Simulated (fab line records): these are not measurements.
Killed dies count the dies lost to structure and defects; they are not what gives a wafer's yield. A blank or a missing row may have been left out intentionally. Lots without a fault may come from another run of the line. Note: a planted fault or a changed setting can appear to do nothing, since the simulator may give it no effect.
The tool behind it: which one? -- flow sky130 -- 33 wafers from 11 lots sampled at 4 of the route's 708 steps

WHAT THE GAUGES READ, wafer by wafer
SKY_LI_CONTACT_BOW_MEAS_03.
lot,measured,on,LI_CONTACT_BOW (um)
L769,day 28 11:08,film metro-02,63 54 48
L770,day 28 20:20,film metro-02,53 56 52
L771,day 29 10:56,film metro-02,55 49 56
L773,day 30 06:41,film metro-04,54 57 49
L774,day 30 09:23,film metro-04,48 54 42
L775,day 30 16:36,film metro-04,49 57 55
L776,day 31 07:07,film metro-02,61 57 51
L777,day 31 16:13,film metro-04,49 48 57
L778,day 31 18:25,film metro-01,57 59 56
L781,day 32 17:53,film metro-02,49 36 46
L785,day 34 01:19,film metro-02,59 53 50

EACH LOT AND THE TOOL THAT RAN IT (in order: tool; ch and the chambers of the sampled wafers; start)
lot,SKY_SPACER_ETCHBACK_02,SKY_POLY_CUT_ETCH_11,SKY_LI_CONTACT_CMP_02
L769,"rie diel-01 ch 0,3, day 23 12:03","rie diel-01 ch 1,2, day 24 17:20","cmp-02 ch 1,3, day 28 10:49"
L770,"rie diel-01 ch 0,2, day 23 20:39","rie diel-04 ch 0,1,2, day 25 02:20","cmp-01 ch 1,2, day 28 20:02"
L771,"rie diel-04 ch 0,2,3, day 24 11:12","rie diel-01 ch 1,2,3, day 25 16:50","cmp-01 ch 0,1,2, day 29 10:46"
L773,"rie diel-04 ch 0,3, day 25 08:50","rie diel-04 ch 2,3, day 26 14:35","cmp-01 ch 0,1,2, day 30 06:25"
L774,"rie diel-04 ch 2,3, day 25 11:58","rie diel-04 ch 1,2,3, day 26 17:41","cmp-02 ch 2,3, day 30 09:08"
L775,"rie diel-02 ch 0,2, day 25 19:01","rie diel-03 ch 0,2,3, day 26 23:47","cmp-02 ch 0,3, day 30 16:20"
L776,"rie diel-04 ch 0,1, day 26 10:10","rie diel-01 ch 0,1,2, day 27 15:23","cmp-01 ch 1,2,3, day 31 06:55"
L777,"rie diel-01 ch 0,1, day 26 20:55","rie diel-01 ch 0,1,3, day 28 02:28","cmp-02 ch 0,1,3, day 31 15:55"
L778,"rie diel-04 ch 0,2,3, day 26 22:57","rie diel-03 ch 0,2,3, day 28 05:05","cmp-02 ch 1,2,3, day 31 18:07"
L781,"rie diel-01 ch 0,1, day 28 01:04","rie diel-03 ch 1,2,3, day 29 05:59","cmp-02 ch 1,2, day 32 17:34"
L785,"rie diel-01 ch 0,2,3, day 29 10:15","rie diel-03 ch 0,1,3, day 30 14:02","cmp-02 ch 0,2,3, day 34 00:58"
- SKY_SPACER_ETCHBACK_02: etches Si3N4 in CH3F/O2, stops on SiO2, time 46.7 s, target depth 45 nm.
- SKY_POLY_CUT_ETCH_11: etches Si3N4 in CF4/CH2F2/Ar, stops on poly-Si, time 42.5 s, target depth 60 nm.
- SKY_LI_CONTACT_CMP_02: polishes PSG.

THE ANSWER, worked out from the rows above alone
Rule: usual is defined by the lots themselves. Put in order of their means at a reading, lots are off if they are a third of the lots or fewer, leave a main group of 4 or more, and stand apart from it by a gap of 3 or more times the standard deviation of the main group's means; of several such gaps the widest counts. A main group whose means are all the same, to the digits that the tables above print for the reading, isn't used. A lot without any number at a reading at which 4 lots or more have one is off too. The other lots that the step has rows for count as sound.
Across all readings shown, no lot is off: no conclusion can be drawn from this.

WHAT WAS PUT IN BY THE SIMULATOR
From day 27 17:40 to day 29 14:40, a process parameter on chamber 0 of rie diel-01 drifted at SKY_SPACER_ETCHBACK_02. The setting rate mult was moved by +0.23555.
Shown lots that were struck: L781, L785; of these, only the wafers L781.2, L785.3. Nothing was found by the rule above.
